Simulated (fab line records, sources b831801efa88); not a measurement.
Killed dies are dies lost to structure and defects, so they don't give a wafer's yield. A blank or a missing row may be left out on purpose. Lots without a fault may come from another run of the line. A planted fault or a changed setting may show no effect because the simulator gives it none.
fab line records | flow sky130 | part 2 of 2: steps 43 to 43 of 43
record lots=6 wafers=18 last_day=49
route steps=708 shown GATE_OXIDE@201 POLY_GATE@204 RES_PROTECT@206 LDD_N@237 PAD_OPEN@708
lots that met no fault: from a run of the same line without faults
start_h: hours from the record's first day to the start of the lot's first wafer shown | wait_h: hours since the lot's step before | " the same as in the row above | L1.1+2: a row that stands for several wafers | - no value, or no start given | * or withheld: withheld | < > ~ a bound
route shown NAME@n: a module of which the file shows steps, and the number in the route of the first | usual: mean/standard deviation of fault-free wafers | same: alike in all rows | chamber/n: place in a boat | sites: the reading at each site | _std_site: their standard deviation | _edge_site: outer sites' mean less inner sites' | radius_mm: how far each site lies from the wafer's centre | mask NAME#n: copy n | behind: the tool/chamber that last shaped the wafer | hold: why the lot was held/for how many hours/how that ended | device: the transistor (n, p or np) that didn't switch | end of line: the same wafers' tests at the end of the route | a step without rows: its recipe alone | killed: dies lost to structure and defects at the first sort, not the wafer's yield | map: a wafer's dies, x killed, . not, _ none there
set.NAME: the setting as run; set.NAME@STEP: as run at that earlier step | model.NAME: the simulator's own value behind a step, which no gauge read
lots at some steps of the route; a table a step, a row a wafer
services: from which hour (start_h, from the record's first day; less than 0 if before it) a tool's chamber was out of use, for how many hours, and why
## steps
# step SKY_PAD_OPEN_PROBE_99
# usual killed_at_M0_to_M3=41/6.2 killed_at_M4_up=3.0/1.7 killed_at_contacts=25/5.8 killed_at_front_end=16/4.5 killed_at_other=0.2/0.42 killed_dies=85/8.4 killed_on_rim=17/4.1 killed_open=46/5.9 killed_short=39/6.3
# same gross_dies=492 killed_at_back_side=0
# columns lot.wafer tool chamber start_h wait_h killed_at_M0_to_M3 killed_at_M4_up killed_at_contacts killed_at_front_end killed_at_other killed_dies killed_on_rim killed_open killed_short model.etest.diode_nwell_sub.leak_log10_a_cm2 model.etest.diode_dnwell_sub.leak_log10_a_cm2 model.etest.diode_pwell_dnwell.leak_log10_a_cm2 model.etest.diode_ndiff_pwell_hv.leak_log10_a_cm2 model.etest.diode_pdiff_nwell_hv.leak_log10_a_cm2 model.etest.diode_ndiff_pwell.leak_log10_a_cm2 model.etest.diode_pdiff_nwell.leak_log10_a_cm2 model.etest.nfet_16v.off_log10_a_um
L559.4 prober-02 - 1083.34 0.2 38 4 22 19 0 83 15 45 38 -7.501 -7.586 -7.738 -6.75 -6.34 -7.355 -7.294 -13.76
L559.5 prober-02 - 1083.39 0.2 50 6 18 16 0 90 20 49 41 -7.429 -7.43 -7.429 -6.764 -6.668 -7.248 -7.25 -13.82
L559.6 prober-02 - 1083.44 0.2 43 6 23 20 1 93 13 48 45 -7.312 -7.104 -7.563 -6.792 -6.745 -7.389 -7.134 -13.73
L561.1 prober-02 - 1090.57 0.1 52 3 15 22 0 92 23 41 51 -6.908 -7.133 -7.554 -6.563 -6.736 -7.262 -7.495 -13.86
L561.2 prober-02 - 1090.62 0.1 38 4 36 18 1 97 22 49 48 -7.271 -7.446 -7.418 -6.597 -6.509 -7.146 -7.539 -13.92
L561.3 prober-02 - 1090.67 0.2 44 1 23 19 0 87 15 58 29 -7.398 -7.187 -7.511 -6.693 -6.577 -7.537 -7.051 -13.77
L563.1 prober-02 - 1104.27 0.1 44 8 27 13 0 92 23 47 45 -7.427 -7.487 -7.646 -6.689 -6.429 -7.432 -7.167 -13.95
L563.2 prober-02 - 1104.32 0.1 45 3 25 11 0 84 19 53 31 -7.48 -7.319 -7.194 -6.307 -6.363 -7.031 -7.244 -13.89
L563.4 prober-02 - 1104.42 0.2 37 4 30 5 0 76 16 40 36 -7.252 -7.514 -7.745 -6.397 -6.728 -7.12 -7.191 -13.78
L571.2 prober-02 - 1152.16 0.1 34 3 34 21 1 93 17 47 43 -5.811 -5.603 -6.394 -5.743 -5.639 -6.684 -6.249 -13.28
L571.4 prober-02 - 1152.26 0.2 38 2 31 21 1 93 22 56 35 -5.859 -6.038 -6.103 -5.676 -5.77 -6.874 -6.477 -13.29
L571.5 prober-02 - 1152.31 0.2 39 3 24 13 1 80 10 42 38 -5.873 -5.584 -6.248 -5.96 -5.683 -6.622 -6.351 -13.26
L573.1 prober-02 - 1161.81 0.1 42 7 18 19 0 86 15 40 46 -5.763 -5.745 -6.501 -5.866 -5.602 -6.69 -6.603 -13.11
L573.3 prober-02 - 1161.91 0.2 50 1 17 9 1 78 13 47 31 -5.822 -5.75 -6.203 -5.881 -5.847 -6.334 -6.248 -13.05
L573.5 prober-02 - 1162.01 0.2 36 2 30 14 0 82 19 43 39 -5.72 -6.069 -5.956 -5.631 -5.614 -6.208 -6.742 -13.06
L575.2 prober-02 - 1172.11 0.1 37 4 31 10 0 82 16 51 31 -7.576 -7.3 -7.572 -6.465 -6.627 -7.387 -7.383 -13.94
L575.4 prober-02 - 1172.21 0.2 42 2 18 14 0 76 16 39 37 -7.439 -7.343 -7.647 -6.913 -6.487 -7.074 -7.437 -13.71
L575.5 prober-02 - 1172.26 0.2 42 5 22 16 0 85 15 49 35 -7.161 -7.282 -7.778 -6.641 -6.712 -7.388 -7.047 -13.87
# killed by level:class
L559.4 VIA1:geometric_particle:open=7 VIA3:geometric_particle:open=7 VIA2:geometric_particle:open=6 CONTACT:geometric_particle:open=5 POLY_GATE:geometric_particle:open=5 POLY_GATE:geometric_particle:short=5 LOCAL_INTERCONNECT:geometric_particle:short=5 FIELD_ISO:geometric_particle:short=4
L559.5 VIA1:geometric_particle:open=13 VIA3:geometric_particle:open=11 METAL1:geometric_particle:short=8 CONTACT:geometric_particle:open=6 LOCAL_INTERCONNECT:geometric_particle:short=5 VIA2:geometric_particle:open=5 POLY_GATE:geometric_particle:short=4 LI_CONTACT:geometric_particle:open=4
L559.6 CONTACT:geometric_particle:open=13 VIA1:geometric_particle:open=11 POLY_GATE:geometric_particle:short=6 VIA1:geometric_particle:short=5 VIA3:geometric_particle:open=5 VIA2:geometric_particle:open=5 FIELD_ISO:geometric_particle:short=4 METAL3:geometric_particle:short=4
L561.1 VIA1:geometric_particle:open=12 METAL2:geometric_particle:short=9 FIELD_ISO:geometric_particle:short=8 METAL1:geometric_particle:short=7 LI_CONTACT:geometric_particle:open=6 VIA3:geometric_particle:open=6 VIA2:geometric_particle:open=5 POLY_GATE:geometric_particle:short=4
L561.2 CONTACT:geometric_particle:open=13 VIA1:geometric_particle:open=10 LI_CONTACT:geometric_particle:open=8 METAL2:geometric_particle:short=6 LI_CONTACT:geometric_particle:short=5 METAL1:geometric_particle:short=5 CONTACT:geometric_particle:short=5 FIELD_ISO:geometric_particle:open=4
L561.3 VIA1:geometric_particle:open=14 LI_CONTACT:geometric_particle:open=12 CONTACT:geometric_particle:open=7 VIA3:geometric_particle:open=7 POLY_GATE:geometric_particle:open=6 METAL1:geometric_particle:short=6 POLY_GATE:geometric_particle:short=5 VIA2:geometric_particle:open=5
L563.1 CONTACT:geometric_particle:open=11 VIA1:geometric_particle:short=11 VIA1:geometric_particle:open=11 CONTACT:geometric_particle:short=8 VIA2:geometric_particle:open=7 METAL4:geometric_particle:short=6 FIELD_ISO:geometric_particle:open=3 FIELD_ISO:geometric_particle:short=3
L563.2 VIA1:geometric_particle:open=15 CONTACT:geometric_particle:open=10 VIA2:geometric_particle:open=8 LI_CONTACT:geometric_particle:open=7 METAL2:geometric_particle:short=5 CONTACT:geometric_particle:short=4 VIA1:geometric_particle:short=4 VIA3:geometric_particle:open=4
L563.4 LI_CONTACT:geometric_particle:open=10 VIA1:geometric_particle:open=10 CONTACT:geometric_particle:short=9 METAL1:geometric_particle:short=7 VIA2:geometric_particle:open=6 CONTACT:geometric_particle:open=5 VIA1:geometric_particle:short=5 LI_CONTACT:geometric_particle:short=4
L571.2 LI_CONTACT:geometric_particle:open=11 CONTACT:geometric_particle:open=8 METAL2:geometric_particle:short=7 VIA1:geometric_particle:open=7 FIELD_ISO:geometric_particle:short=6 LI_CONTACT:geometric_particle:short=6 CONTACT:geometric_particle:short=5 VIA2:geometric_particle:open=5
L571.4 CONTACT:geometric_particle:open=15 VIA1:geometric_particle:open=12 VIA2:geometric_particle:open=9 LI_CONTACT:geometric_particle:open=8 FIELD_ISO:geometric_particle:short=5 FIELD_ISO:geometric_particle:open=4 METAL2:geometric_particle:short=4 POLY_GATE:geometric_particle:open=3
L571.5 CONTACT:geometric_particle:open=9 VIA3:geometric_particle:open=7 LI_CONTACT:geometric_particle:open=7 VIA1:geometric_particle:short=6 METAL2:geometric_particle:short=6 VIA1:geometric_particle:open=5 CONTACT:geometric_particle:short=4 VIA2:geometric_particle:open=4
L573.1 VIA1:geometric_particle:short=11 VIA1:geometric_particle:open=9 POLY_GATE:geometric_particle:short=8 CONTACT:geometric_particle:open=8 METAL2:geometric_particle:short=7 LI_CONTACT:geometric_particle:open=5 METAL4:geometric_particle:short=5 VIA3:geometric_particle:open=5
L573.3 VIA1:geometric_particle:open=16 VIA2:geometric_particle:open=7 METAL2:geometric_particle:short=6 LI_CONTACT:geometric_particle:open=6 VIA3:geometric_particle:open=6 CONTACT:geometric_particle:open=5 POLY_GATE:geometric_particle:short=4 METAL1:geometric_particle:short=4
L573.5 VIA1:geometric_particle:open=11 CONTACT:geometric_particle:open=10 LI_CONTACT:geometric_particle:open=6 LI_CONTACT:geometric_particle:short=5 VIA3:geometric_particle:open=5 LOCAL_INTERCONNECT:geometric_particle:short=4 CONTACT:geometric_particle:short=4 METAL2:geometric_particle:short=4
L575.2 CONTACT:geometric_particle:open=13 VIA1:geometric_particle:open=10 LI_CONTACT:geometric_particle:open=7 VIA2:geometric_particle:open=5 VIA1:geometric_particle:short=5 VIA3:geometric_particle:open=5 LOCAL_INTERCONNECT:geometric_particle:short=4 CONTACT:geometric_particle:short=4
L575.4 VIA2:geometric_particle:open=10 CONTACT:geometric_particle:open=7 CONTACT:geometric_particle:short=5 VIA1:geometric_particle:short=5 VIA3:geometric_particle:short=5 VIA3:geometric_particle:open=5 POLY_GATE:geometric_particle:short=4 VIA1:geometric_particle:open=4
L575.5 VIA1:geometric_particle:open=11 CONTACT:geometric_particle:open=7 METAL2:geometric_particle:short=7 LI_CONTACT:geometric_particle:open=6 FIELD_ISO:geometric_particle:open=5 VIA2:geometric_particle:open=5 POLY_GATE:geometric_particle:open=4 CONTACT:geometric_particle:short=4
## services
# columns tool chamber start_h hours kind
plasma_asher-01 - 325.24 2.8 repair
plasma_asher-01 - 341.39 0.8 repair
rie_si-02 0 342.50 4.7 repair
rie_si-02 - 343.19 0.3 repair
implanter-02 - 346.43 6.3 repair
rie_diel-01 1 349.25 2.9 repair
rie_diel-04 - 356.74 0.4 repair
rie_diel-02 3 363.21 6.3 repair
rie_diel-02 0 367.30 4.7 repair
rie_si-02 2 370.46 6.2 repair
plasma_asher-04 - 376.93 2.8 pm
rie_si-02 2 378.73 21.0 repair
plasma_asher-02 - 379.23 2.2 repair
plasma_asher-01 - 383.35 2.2 repair
implanter-02 - 385.43 5.3 pm
implanter-04 - 388.11 9.9 repair
rie_si-02 - 393.68 4.8 repair
rie_diel-01 0 397.34 2.4 repair
implanter-04 - 403.31 4.2 repair
rie_diel-02 0 409.98 4.1 repair
implanter-03 - 415.69 7.5 pm
plasma_asher-02 - 418.67 15.6 pm
rie_si-02 1 462.07 3.4 repair
rie_diel-02 2 465.58 2.0 repair
## key
first_sign none at tools or gauges
model_effect step=SKY_PAD_OPEN_PROBE_99 value=etest.diode_nwell_sub.leak_log10_a_cm2 without=-7.269 struck=-5.808
met_at SKY_POLY_GATE_IMPLANT_02
struck_wafers L571.2,L571.4,L571.5,L573.1,L573.3,L573.5
tester_left_out L571,L573
also_fits SKY_POLY_GATE_STRIP_18:plasma_asher-03
fault kind=metallic_contamination_source tool=implanter-02 chamber=- onset_h=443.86 steps=SKY_POLY_GATE_IMPLANT_02 rate_cm2_per_visit=1.8838e+12 species=metal_fe_cm2
# tester_left_out: of these lots the tester's yield and bins aren't shown, on N5 and GAA mostly nor the transistor test; their killed dies are dies lost to structure and defects alone, not to doping, threshold or leakage, so they don't give the yield
